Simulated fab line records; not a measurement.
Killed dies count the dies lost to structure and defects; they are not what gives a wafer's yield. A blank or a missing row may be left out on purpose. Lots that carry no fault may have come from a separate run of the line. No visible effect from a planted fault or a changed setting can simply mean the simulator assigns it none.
A single fault, viewed from 2 desks    flow sky130    each desk has only its own numbers; what lay behind them comes last

TOOL OWNER'S DESK, rie diel-04
The tool's own readings at SKY_FIELD_ISO_ETCH_14 (etches BARC in N2/H2, stops on SiO2, time 45.9 s, target depth 60 nm): means of the sampled wafers that have a number, for each lot that ran on this tool. Marked OUT: a lot whose mean sits more than 4 standard deviations from the usual mean, which makes it out of limits; the brackets give that distance.
Columns: A = chamber pressure mTorr at SKY_FIELD_ISO_ETCH_14, usual 30.002 mTorr; B = drypump motor current A at SKY_FIELD_ISO_ETCH_14, usual 5.6 A; C = oes product au at SKY_FIELD_ISO_ETCH_14, usual 0.854 a.u.; D = throttle valve pct at SKY_FIELD_ISO_ETCH_14, usual 13.225 %
lot   first seen here  A       B    C      D
L309  day 2 04:58      30.016  5.4  0.850  13.230
L311  day 2 19:01      29.975  5.0  0.853  13.229
L315  day 3 14:44      29.999  5.4  0.851  13.227
L316  day 3 18:02      29.973  5.8  0.851  13.234
L321  day 4 21:04      29.977  5.8  0.841  13.221
L322  day 5 01:37      29.993  5.5  0.841  13.220
This desk found nothing out of limits on any of the 6 lots.

AT THE METROLOGY DESK
What the gauges read for every lot (on any tool): the sampled wafers with a number, averaged. Marked OUT: a lot whose mean sits more than 4 standard deviations from the usual mean, which makes it out of limits; the brackets give that distance.
Columns: A = FIELD_ISO_OXIDATION_01_THK at SKY_FIELD_ISO_THK_MEAS_23, usual 9.97 nm; B = FIELD_ISO_CVD_24_THK at SKY_FIELD_ISO_THK_MEAS_25, usual 596 nm; C = NWELL_OXIDATION_THK at SKY_NWELL_THK_MEAS_02, usual 10.05 nm
lot   first seen here  A      B    C
L309  day 2 11:07      9.92   587  10.08
L310  day 2 13:41      9.99   600  9.86
L311  day 2 21:47      9.97   593  9.94
L315  day 3 17:16      10.07  595  10.05
L316  day 3 20:43      10.01  609  9.87
L317  day 4 01:54      10.10  606  9.78
L320  day 4 17:01      9.96   599  10.18
L321  day 4 22:56      9.82   593  9.90
L322  day 5 05:52      9.80   599  10.17
L328  day 6 13:34      9.92   594  9.86
L331  day 7 02:16      9.94   604  10.19
This desk found nothing out of limits on any of the 11 lots.

PUT TOGETHER
The tool owner's desk saw nothing out of limits.
Nothing out of limits was seen by the metrology desk.

WHAT THE SIMULATOR PUT IN
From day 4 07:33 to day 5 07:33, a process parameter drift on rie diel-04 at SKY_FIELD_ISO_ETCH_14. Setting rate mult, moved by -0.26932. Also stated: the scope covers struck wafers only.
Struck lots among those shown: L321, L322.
